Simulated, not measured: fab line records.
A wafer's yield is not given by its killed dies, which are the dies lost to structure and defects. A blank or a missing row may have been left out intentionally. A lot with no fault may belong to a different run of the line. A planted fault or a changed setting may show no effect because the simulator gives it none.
Which of the tools did it?    flow sky130    45 wafers from 15 lots sampled at 4 of the route's 708 steps

== WHAT THE GAUGES SHOWED, per wafer ==
Not one reading of a measure or inspect step in the record can be checked against a usual standard deviation.

== EACH LOT AND THE TOOL THAT RAN IT (in order: tool; ch and the chambers of the sampled wafers; start) ==
lot   SKY_METAL1_DESCUM_17              SKY_METAL1_STRIP_20                  SKY_METAL2_SPUTTER_01        SKY_METAL2_SPUTTER_02
L254  rieMetal-03 ch 0,1, day 32 09:17  plasmaAsher-04 ch 0,1, day 32 09:29  pvdSputter-04, day 33 15:29  pvdSputter-04, day 33 15:31
L255  rieMetal-03 ch 1, day 33 02:32    plasmaAsher-01 ch 0, day 33 02:54    pvdSputter-04, day 34 10:31  pvdSputter-04, day 34 10:32
L256  rieMetal-03 ch 1, day 33 05:55    plasmaAsher-04 ch 0,1, day 33 06:18  pvdSputter-01, day 34 11:43  pvdSputter-01, day 34 11:44
L259  rieMetal-03 ch 0,1, day 34 09:09  plasmaAsher-03 ch 0,1, day 34 09:22  pvdSputter-01, day 35 14:01  pvdSputter-01, day 35 14:03
L261  rieMetal-03 ch 0,1, day 35 03:56  plasmaAsher-01 ch 0,1, day 35 04:07  pvdSputter-01, day 36 09:47  pvdSputter-01, day 36 09:49
L262  rieMetal-03 ch 0,1, day 35 14:15  plasmaAsher-03 ch 0,1, day 35 14:26  pvdSputter-04, day 36 19:01  pvdSputter-04, day 36 19:03
L264  rieMetal-01 ch 0, day 35 21:18    plasmaAsher-01 ch 0,1, day 35 21:40  pvdSputter-02, day 37 02:53  pvdSputter-02, day 37 02:55
L263  rieMetal-04 ch 0,1, day 35 23:50  plasmaAsher-04 ch 0,1, day 36 00:01  pvdSputter-02, day 37 04:32  pvdSputter-02, day 37 04:33
L270  rieMetal-04 ch 0,1, day 37 19:13  plasmaAsher-03 ch 0,1, day 37 19:23  pvdSputter-02, day 38 23:24  pvdSputter-02, day 38 23:26
L271  rieMetal-03 ch 0, day 37 23:03    plasmaAsher-04 ch 0,1, day 37 23:14  pvdSputter-04, day 39 03:37  pvdSputter-04, day 39 03:38
L272  rieMetal-04 ch 0,1, day 38 13:00  plasmaAsher-03 ch 0,1, day 38 13:11  pvdSputter-02, day 39 16:31  pvdSputter-02, day 39 16:32
L274  rieMetal-04 ch 0,1, day 38 22:28  plasmaAsher-04 ch 0,1, day 38 22:38  pvdSputter-04, day 40 02:26  pvdSputter-04, day 40 02:28
L275  rieMetal-01 ch 1, day 39 04:25    plasmaAsher-03 ch 0,1, day 39 04:47  pvdSputter-04, day 40 08:41  pvdSputter-04, day 40 08:43
L276  rieMetal-01 ch 0,1, day 39 08:31  plasmaAsher-03 ch 0,1, day 39 08:41  pvdSputter-04, day 40 12:47  pvdSputter-04, day 40 12:49
L277  rieMetal-04 ch 0,1, day 39 13:29  plasmaAsher-01 ch 0,1, day 39 13:40  pvdSputter-01, day 40 17:17  pvdSputter-01, day 40 17:19
- SKY_METAL1_DESCUM_17: chemistry O2, time 8 s.
- SKY_METAL1_STRIP_20: strips in O2/N2.
- SKY_METAL2_SPUTTER_01: material TiN, target thk 20 nm, time 16.7 s.
- SKY_METAL2_SPUTTER_02: material AlCu, target thk 250 nm, time 13.3 s.

== AS READ BY THE TOOLS THEMSELVES (means over the sampled wafers that have a number; for cases with no such wafer, the mark the record gives instead) ==
SKY_METAL1_DESCUM_17.
lot   tool         drypumpMotorCurrentA (A)  oesProductAu (a.u.)
L254  rieMetal-03  5.5                       0.991
L255  rieMetal-03  5.9                       0.988
L256  rieMetal-03  5.9                       0.983
L259  rieMetal-03  5.4                       0.990
L261  rieMetal-03  5.7                       0.996
L262  rieMetal-03  5.5                       0.979
L264  rieMetal-01  5.5                       1.005
L263  rieMetal-04  6.0                       0.998
L270  rieMetal-04  5.9                       0.992
L271  rieMetal-03  5.3                       0.993
L272  rieMetal-04  5.9                       0.986
L274  rieMetal-04  6.2                       0.996
L275  rieMetal-01  6.0                       0.999
L276  rieMetal-01  5.7                       1.009
L277  rieMetal-04  5.9                       0.990

SKY_METAL1_STRIP_20.
lot   tool            drypumpMotorCurrentA (A)  oesProductAu (a.u.)  stripTimeToEndpointS (s)
L254  plasmaAsher-04  6.5                       0.340                2.70
L255  plasmaAsher-01  5.7                       0.342                2.71
L256  plasmaAsher-04  6.4                       0.344                2.73
L259  plasmaAsher-03  6.0                       0.348                2.70
L261  plasmaAsher-01  5.8                       0.348                2.76
L262  plasmaAsher-03  6.0                       0.341                2.68
L264  plasmaAsher-01  5.8                       0.341                2.70
L263  plasmaAsher-04  6.4                       0.345                2.71
L270  plasmaAsher-03  5.7                       0.343                2.70
L271  plasmaAsher-04  6.5                       0.348                2.77
L272  plasmaAsher-03  6.0                       0.342                2.70
L274  plasmaAsher-04  6.5                       0.344                2.66
L275  plasmaAsher-03  6.1                       0.340                2.64
L276  plasmaAsher-03  6.0                       0.339                2.67
L277  plasmaAsher-01  5.8                       0.347                2.71

SKY_METAL2_SPUTTER_01.
lot   tool           cathodeDcPowerW (W)  chamberPressurePa (Pa)  throttleValvePct (%)
L254  pvdSputter-04  6499.4               0.4009                  30.9
L255  pvdSputter-04  6500.3               0.4003                  30.8
L256  pvdSputter-01  6499.8               0.3997                  30.1
L259  pvdSputter-01  6500.0               0.4009                  29.5
L261  pvdSputter-01  6500.5               0.3999                  30.8
L262  pvdSputter-04  6499.3               0.3998                  30.8
L264  pvdSputter-02  6499.9               0.3999                  29.2
L263  pvdSputter-02  6499.7               0.4000                  29.2
L270  pvdSputter-02  -                    -                       -
L271  pvdSputter-04  -                    -                       -
L272  pvdSputter-02  -                    -                       -
L274  pvdSputter-04  6500.6               0.3990                  30.8
L275  pvdSputter-04  6499.3               0.3985                  30.7
L276  pvdSputter-04  6500.1               0.4000                  30.9
L277  pvdSputter-01  6500.9               0.3993                  29.9

SKY_METAL2_SPUTTER_02.
lot   tool           cathodeDcPowerW (W)  chamberPressurePa (Pa)  throttleValvePct (%)
L254  pvdSputter-04  10601                0.3997                  31.0
L255  pvdSputter-04  10598                0.3991                  30.7
L256  pvdSputter-01  10601                0.3999                  30.0
L259  pvdSputter-01  10601                0.4002                  29.6
L261  pvdSputter-01  10601                0.3994                  30.7
L262  pvdSputter-04  10601                0.3999                  30.7
L264  pvdSputter-02  10598                0.3994                  29.1
L263  pvdSputter-02  10598                0.4002                  29.1
L270  pvdSputter-02  10599                0.3990                  29.6
L271  pvdSputter-04  10599                0.4002                  30.9
L272  pvdSputter-02  10601                0.4007                  28.8
L274  pvdSputter-04  10599                0.4002                  30.7
L275  pvdSputter-04  10601                0.4002                  30.8
L276  pvdSputter-04  10602                0.4008                  30.8
L277  pvdSputter-01  10600                0.3994                  29.9

== THE ANSWER, worked out from the rows above alone ==
Rule: the usual values come from the lots themselves. Put in order of their means at a reading, lots are off if they are a third of the lots or fewer, leave a main group of 4 or more, and stand apart from it by a gap of 3 or more times the standard deviation of the main group's means; of several such gaps the widest counts. Not used: any main group whose means are identical at the precision the tables above print for the reading. Also off: a lot with no number at a reading for which 4 or more lots have one. All remaining lots with rows at the step are treated as sound. The gauges are gone through in route order, then the tools' own readings, and for those a lot's mean is taken as printed above. The first step at which some lot is off is used, and at that step the reading that is off furthest; a lot without a number counts as furthest.
Off: L270, L271, L272, at SKY_METAL2_SPUTTER_01 (cathodeDcPowerW). Without a number there: L270, L271, L272. For the main group the mean is 6500.0 W and the standard deviation 0.5.
If a tool, at that step or one of the process steps before it, ran each lot that is off and ran no sound lot following the first of them, it fits. Of those tried, none fits.

== WHAT HAD BEEN PUT IN BY THE SIMULATOR ==
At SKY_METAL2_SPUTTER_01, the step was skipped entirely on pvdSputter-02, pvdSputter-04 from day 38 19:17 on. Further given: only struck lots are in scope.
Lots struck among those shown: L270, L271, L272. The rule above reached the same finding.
